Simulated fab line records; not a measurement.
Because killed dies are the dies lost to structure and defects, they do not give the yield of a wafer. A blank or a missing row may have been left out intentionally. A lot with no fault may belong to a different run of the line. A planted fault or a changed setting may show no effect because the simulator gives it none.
fab line records ; flow sky130
[record] lots = 12; wafers = 36; last-day = 50
route steps=708 shown VIA2@515 CAPM@539 VIA3@593 PAD_OPEN@708
lots untouched by any fault: they come from a run of this same line in which no faults occurred
start-h: start of the lot's first displayed wafer, in hours after the record's first day ; wait-h: hours since the lot's step before ; " repeats the value in the row above ; L1.1+2: one row covering several wafers at once ; - no value, or no start given ; * or withheld: withheld ; < > ~ a bound
route shown NAME@n: NAME is a module with steps in the file, n the number in the route of the first one ; usual: average and standard deviation across the fault-free wafers ; same: alike in all rows ; chamber/n: place in a boat ; sites: per-site readings ; _std_site: how widely they spread, as a standard deviation ; _edge_site: the outer-site mean with the inner-site mean subtracted ; radius-mm: how far each site lies from the wafer's centre ; mask NAME#n: copy n ; behind: the last tool/chamber to shape the wafer ; hold: cause of the lot's hold/its duration in hours/its outcome ; device: names the non-switching transistor (n, p or np) ; end of line: the tests these same wafers got at the end of their route ; where a step has no rows: the recipe by itself ; killed: at the first sort, the dies lost to defects and structure; wafer yield is something else ; map: the dies of a wafer, with x for killed, . for not killed, _ for no die there
set.NAME: the setting as run; set.NAME@STEP: as run at that earlier step ; model.NAME: the simulator's own value behind a step, which no gauge read
steps of the route over a sample of lots; a table a step, a row a wafer
services: the hour from which a tool's chamber was out of use, counted from the record's first day as start-h (under 0 if before that day), plus the number of hours and why
[[steps]]
[step SKY_VIA2_SOFTBAKE_08]
[recipe] temp-c = 100; time-s = 90; resist = KrF-thick
[usual] heater-power-total-W = 57.35/0.12; run-length-s = 119.12/0.2
lot.wafer;tool;chamber;start-h;wait-h;heater-power-total-W;run-length-s
L888.1;litho-track-03;0;831;-;57.33;118.80
L888.4;litho-track-03;0;831;-;57.35;118.82
L888.5;litho-track-03;0;831;-;57.38;119.05
L889.1;litho-track-03;0;845;-;57.44;118.87
L889.3;litho-track-03;0;845;-;57.50;118.89
L889.4;litho-track-03;0;846;-;57.50;118.92
L890.1;litho-track-01;0;852;-;57.17;119.22
L890.3;litho-track-01;0;852;-;57.16;119.21
L890.6;litho-track-01;0;852;-;57.55;119.20
L891.1;litho-track-04;0;876;-;57.19;119.21
L891.2;litho-track-04;0;876;-;57.49;119.14
L891.6;litho-track-04;0;876;-;57.44;119.05
L892.3;litho-track-03;0;877;-;57.24;119.02
L892.4;litho-track-03;0;877;-;57.48;118.85
L892.5;litho-track-03;0;877;-;57.44;118.96
L896.2;litho-track-03;0;896;-;57.51;118.91
L896.3;litho-track-03;0;896;-;57.22;119.08
L896.5;litho-track-03;0;896;-;57.36;119.04
L897.1;litho-track-01;0;904;-;57.26;119.52
L897.3;litho-track-01;0;904;-;57.49;119.45
L897.5;litho-track-01;0;904;-;57.32;119.40
L904.1;litho-track-01;0;954;-;59.52;109.08
L904.2;litho-track-01;0;954;-;59.48;108.77
L904.5;litho-track-01;0;954;-;59.63;109.11
L906.1;litho-track-04;0;963;-;57.17;119.06
L906.2;litho-track-04;0;963;-;57.24;119.20
L906.5;litho-track-04;0;963;-;57.50;119.17
L905.1;litho-track-01;0;964;-;59.46;108.87
L905.3;litho-track-01;0;964;-;59.61;108.87
L905.5;litho-track-01;0;964;-;59.79;108.84
L907.2;litho-track-03;0;967;-;57.53;118.84
L907.3;litho-track-03;0;967;-;57.27;118.90
L907.6;litho-track-03;0;967;-;57.36;118.78
L911.2;litho-track-03;0;1006;-;57.38;119.01
L911.3;litho-track-03;0;1006;-;57.28;118.92
L911.4;litho-track-03;0;1006;-;57.52;118.88
[step SKY_VIA2_STRIP_16]
[recipe] chemistry = O2/N2; power-w = 1400; pressure-mtorr = 1500; platen-temp-c = withheld; o2-flow-sccm = 3000; n2-flow-sccm = 300; overash-fraction = 0.5
[usual] drypump-motor-current-A = 5.5/0.46; oes-product-au = 0.399/0.0046; strip-time-to-endpoint-s = 4.048/0.022
lot.wafer;tool;chamber;start-h;wait-h;drypump-motor-current-A;oes-product-au;rf-hours-counter-h;strip-time-to-endpoint-s
L888.1;plasma-asher-02;1;844.53;0.0;5.5;0.397;42;4.012
L888.4;plasma-asher-02;1;844.53;0.0;5.6;0.399;-;4.037
L888.5;plasma-asher-02;0;844.53;0.0;6.3;0.398;-;4.031
L889.1;plasma-asher-02;1;859.79;0.0;5.6;0.405;43;4.039
L889.3;plasma-asher-02;0;859.79;0.0;6.4;0.398;-;4.068
L889.4;plasma-asher-02;1;859.79;0.0;5.5;0.400;-;4.060
L890.1;plasma-asher-03;1;865.69;0.0;5.3;0.406;101;4.027
L890.3;plasma-asher-03;1;865.69;0.0;5.3;0.410;-;4.066
L890.6;plasma-asher-03;1;865.69;0.0;5.3;0.403;-;4.060
L891.1;plasma-asher-03;0;889.99;0.0;5.5;0.402;103;4.011
L891.2;plasma-asher-03;1;889.99;0.0;5.3;0.397;103;4.034
L891.6;plasma-asher-03;0;889.99;0.0;5.5;0.397;-;4.032
L892.3;plasma-asher-02;0;891.42;0.1;6.3;0.390;-;4.084
L892.4;plasma-asher-02;1;891.42;0.1;5.6;0.393;-;4.060
L892.5;plasma-asher-02;1;891.42;0.1;5.6;0.399;-;4.067
L896.2;plasma-asher-02;1;909.28;0.0;5.6;0.404;49;4.019
L896.3;plasma-asher-02;0;909.28;0.0;6.3;0.394;-;4.067
L896.5;plasma-asher-02;1;909.28;0.0;5.6;0.395;-;4.070
L897.1;plasma-asher-03;0;917.83;0.0;5.5;0.393;105;4.011
L897.3;plasma-asher-03;0;917.83;0.0;5.5;0.386;-;4.016
L897.5;plasma-asher-03;0;917.83;0.0;5.5;0.397;-;4.027
L904.1;plasma-asher-03;1;967.54;0.0;5.4;0.401;111;4.050
L904.2;plasma-asher-03;0;967.54;0.0;5.5;0.396;111;4.044
L904.5;plasma-asher-03;1;967.54;0.0;5.3;0.405;-;4.069
L906.1;plasma-asher-01;0;975.88;0.0;4.9;0.406;23;4.039
L906.2;plasma-asher-01;1;975.88;0.0;5.1;0.405;23;4.042
L906.5;plasma-asher-01;1;975.88;0.0;5.1;0.402;-;4.048
L905.1;plasma-asher-02;1;977.25;0.0;5.5;0.401;55;4.038
L905.3;plasma-asher-02;1;977.25;0.0;5.6;0.392;-;4.049
L905.5;plasma-asher-02;0;977.25;0.0;6.3;0.398;-;4.034
L907.2;plasma-asher-01;1;979.50;0.0;5.1;0.400;24;4.080
L907.3;plasma-asher-01;0;979.50;0.0;4.9;0.397;-;4.080
L907.6;plasma-asher-01;1;979.50;0.0;5.1;0.403;-;4.057
L911.2;plasma-asher-02;1;1019.40;0.0;5.6;0.404;59;4.054
L911.3;plasma-asher-02;1;1019.40;0.0;5.5;0.406;-;4.081
L911.4;plasma-asher-02;0;1019.40;0.0;6.4;0.403;-;4.053
[step SKY_CAPM_SPUTTER_02]
[recipe] material = TiN; target-thk-nm = 200; temp-c = 300; power-w = 6500; time-s = 166.7; chamber-pressure-pa = 0.4
[usual] chamber-pressure-pa = 0.4001/0.00079; throttle-valve-pct = 30.2/0.72
lot.wafer;tool;chamber;start-h;wait-h;chamber-pressure-pa;throttle-valve-pct
L888.1;pvd-sputter-04;-;846.04;0.1;0.4001;29.8
L888.4;pvd-sputter-04;-;846.04;0.1;0.3979;27.8
L888.5;pvd-sputter-04;-;846.04;0.1;0.3999;29.8
L889.1;pvd-sputter-02;-;861.30;0.1;0.4014;31.9
L889.3;pvd-sputter-02;-;861.30;0.1;0.4002;31.1
L889.4;pvd-sputter-02;-;861.30;0.1;0.4009;31.5
L890.1;pvd-sputter-04;-;867.23;0.1;0.3998;29.8
L890.3;pvd-sputter-04;-;867.23;0.1;0.4006;29.6
L890.6;pvd-sputter-04;-;867.23;0.1;0.4000;29.4
L891.1;pvd-sputter-03;-;891.62;0.1;0.3990;29.9
L891.2;pvd-sputter-03;-;891.62;0.1;0.3992;30.2
L891.6;pvd-sputter-03;-;891.62;0.1;0.3992;29.8
L892.3;pvd-sputter-03;-;893.06;0.0;0.3998;30.9
L892.4;pvd-sputter-03;-;893.06;0.0;0.4009;29.9
L892.5;pvd-sputter-03;-;893.06;0.0;0.4011;30.0
L896.2;pvd-sputter-03;-;910.85;0.0;0.4005;29.8
L896.3;pvd-sputter-03;-;910.85;0.0;0.4006;30.4
L896.5;pvd-sputter-03;-;910.85;0.0;0.3989;29.9
L897.1;pvd-sputter-03;-;919.33;0.1;0.3986;30.1
L897.3;pvd-sputter-03;-;919.33;0.1;0.4006;30.3
L897.5;pvd-sputter-03;-;919.33;0.1;0.4003;30.3
L904.1;pvd-sputter-03;-;969.03;0.1;0.4002;30.2
L904.2;pvd-sputter-03;-;969.03;0.1;0.4000;29.9
L904.5;pvd-sputter-03;-;969.03;0.1;0.3992;29.8
L906.1;pvd-sputter-03;-;977.42;0.1;0.4009;29.5
L906.2;pvd-sputter-03;-;977.42;0.1;0.4008;29.7
L906.5;pvd-sputter-03;-;977.42;0.1;0.4000;29.7
L905.1;pvd-sputter-03;-;978.75;0.1;0.4005;30.3
L905.3;pvd-sputter-03;-;978.75;0.1;0.3996;29.8
L905.5;pvd-sputter-03;-;978.75;0.1;0.3992;29.7
L907.2;pvd-sputter-03;-;981.36;0.0;0.4004;29.7
L907.3;pvd-sputter-03;-;981.36;0.0;0.4001;30.5
L907.6;pvd-sputter-03;-;981.36;0.0;0.4001;30.3
L911.2;pvd-sputter-03;-;1020.94;0.0;0.4008;30.2
L911.3;pvd-sputter-03;-;1020.94;0.0;0.4004;30.4
L911.4;pvd-sputter-03;-;1020.94;0.0;0.3998;29.6
[step SKY_VIA3_SPUTTER_20]
[recipe] material = TiN; target-thk-nm = 20; chamber-pressure-pa = 5; power-w = 4000; time-s = 80
[usual] chamber-pressure-pa = 5.001/0.011; throttle-valve-pct = 30.5/0.88
lot.wafer;tool;chamber;start-h;wait-h;chamber-pressure-pa;throttle-valve-pct
L888.1;pvd-sputter-01;-;927.12;0.0;5.006;29.7
L888.4;pvd-sputter-01;-;927.12;0.0;5.034;31.1
L888.5;pvd-sputter-01;-;927.12;0.0;5.016;31.0
L889.1;pvd-sputter-01;-;939.56;0.0;4.972;29.0
L889.3;pvd-sputter-01;-;939.56;0.0;4.990;31.6
L889.4;pvd-sputter-01;-;939.56;0.0;5.007;31.1
L890.1;pvd-sputter-02;-;947.28;0.0;5.031;31.3
L890.3;pvd-sputter-02;-;947.28;0.0;5.004;31.9
L890.6;pvd-sputter-02;-;947.28;0.0;4.991;31.2
L891.1;pvd-sputter-01;-;968.45;0.0;4.995;31.5
L891.2;pvd-sputter-01;-;968.45;0.0;5.006;29.0
L891.6;pvd-sputter-01;-;968.45;0.0;4.997;31.1
L892.3;pvd-sputter-01;-;971.35;0.0;4.990;29.4
L892.4;pvd-sputter-01;-;971.35;0.0;4.991;31.0
L892.5;pvd-sputter-01;-;971.35;0.0;5.010;29.6
L896.2;pvd-sputter-02;-;988.02;0.0;4.990;31.5
L896.3;pvd-sputter-02;-;988.02;0.0;4.986;30.4
L896.5;pvd-sputter-02;-;988.02;0.0;4.990;31.6
L897.1;pvd-sputter-02;-;995.73;0.0;5.011;31.5
L897.3;pvd-sputter-02;-;995.73;0.0;5.000;31.3
L897.5;pvd-sputter-02;-;995.73;0.0;4.988;30.0
L904.1;pvd-sputter-02;-;1040.41;0.0;4.997;31.8
L904.2;pvd-sputter-02;-;1040.41;0.0;5.007;31.4
L904.5;pvd-sputter-02;-;1040.41;0.0;4.991;31.4
L906.1;pvd-sputter-02;-;1049.78;0.0;5.021;30.1
L906.2;pvd-sputter-02;-;1049.78;0.0;4.995;31.6
L906.5;pvd-sputter-02;-;1049.78;0.0;4.998;31.1
L905.1;pvd-sputter-01;-;1051.20;0.0;4.982;31.4
L905.3;pvd-sputter-01;-;1051.20;0.0;4.988;28.8
L905.5;pvd-sputter-01;-;1051.20;0.0;4.995;28.9
L907.2;pvd-sputter-03;-;1054.07;0.0;5.008;29.7
L907.3;pvd-sputter-03;-;1054.07;0.0;5.012;29.9
L907.6;pvd-sputter-03;-;1054.07;0.0;4.995;30.1
L911.2;pvd-sputter-03;-;1088.97;0.0;5.007;30.7
L911.3;pvd-sputter-03;-;1088.97;0.0;5.014;29.9
L911.4;pvd-sputter-03;-;1088.97;0.0;5.010;30.4
[step SKY_PAD_OPEN_PROBE_99]
[usual] defect-limited-yield = 83.0/2; killed_at_M0_to_M3 = 43/7.1; killed_at_M4_up = 3.1/1.7; killed-at-contacts = 23/5.1; killed-at-front-end = 14/4.4; killed-at-other = 0.3/0.47; killed-dies = 84/9.9; killed-open = 45/6.6; killed-short = 38/6.8; sort_bin_3_pad_short = 0.8/0.4; sort_bin_5_function = 10.1/1.4; sort_bin_6_memory = 6.1/1.2; sort-n-pass = 408/9.9; sort-yield-pct = 83.0/2
[same] gross-dies = 492; killed-at-back-side = 0; sort_bin_4_leakage[%] = 0; sort_bin_8_speed[%] = 0
lot.wafer;tool;chamber;start-h;wait-h;defect-limited-yield[%];killed_at_M0_to_M3;killed_at_M4_up;killed-at-contacts;killed-at-front-end;killed-at-other;killed-dies;killed-open;killed-short;sort_bin_3_pad_short[%];sort_bin_5_function[%];sort_bin_6_memory[%];sort-n-pass;sort-yield-pct[%]
L904.1;prober-01;-;1167.91;0.1;81.3;48;3;21;20;0;92;43;49;0.8;10.4;7.5;400;81.3
// killed by level:class
L904.1 METAL1:geometric-particle:short=10 VIA1:geometric-particle:open=10 FIELD_ISO:geometric-particle:short=8 VIA2:geometric-particle:open=7 VIA1:geometric-particle:short=6 CONTACT:geometric-particle:short=5 CONTACT:geometric-particle:open=5 LOCAL_INTERCONNECT:geometric-particle:short=4
[[services]]
tool;chamber;start-h;hours;kind
plasma-asher-02;-;827.12;2.6;repair
plasma-asher-01;-;833.83;1.3;repair
pvd-sputter-02;-;834.49;2.3;repair
pvd-sputter-01;-;854.80;13.4;repair
pvd-sputter-02;-;863.15;2.3;repair
plasma-asher-01;-;870.22;0.4;repair
pvd-sputter-03;-;877.44;1.2;repair
pvd-sputter-04;-;881.61;1.2;repair
pvd-sputter-01;-;884.34;2.2;repair
pvd-sputter-02;-;898.36;3.4;repair
pvd-sputter-01;-;917.96;1.3;repair
plasma-asher-02;-;938.96;2.8;pm
pvd-sputter-04;-;955.68;3.5;repair
pvd-sputter-02;-;959.63;1.3;repair
plasma-asher-02;-;986.51;2.1;repair
plasma-asher-02;-;1008.71;3.3;repair
pvd-sputter-01;-;1053.21;12.4;repair
plasma-asher-03;-;1055.25;9.0;pm
plasma-asher-03;0;1055.25;9.0;vent-cycle
plasma-asher-03;1;1055.25;9.0;vent-cycle
plasma-asher-03;0;1064.25;-;clean
plasma-asher-03;1;1064.25;-;clean
plasma-asher-03;-;1079.78;0.3;repair
pvd-sputter-02;-;1085.34;2.5;repair
[[key]]
[first-sign] step = SKY_VIA2_SOFTBAKE_08; reading = run-length-s; direction = down; sigmas = 52; usual = *; struck = *
[effect] step = SKY_VIA2_SOFTBAKE_08; reading = heater-power-total-W; direction = up; sigmas = 18; usual = *; struck = *
met-at SKY_VIA2_SOFTBAKE_08
struck-lots L904,L905
not-acting-at SKY_VIA2_STRIP_16,SKY_CAPM_SPUTTER_02,SKY_VIA3_SPUTTER_20
onset-between 904 954
[fault] kind = process-parameter-drift; tool = litho-track-01; chamber = -; onset-h = 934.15; steps = SKY_VIA2_SOFTBAKE_08; channel = time-s; offset = *; shape = step; end-h = 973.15; acts-in = *; stated = *
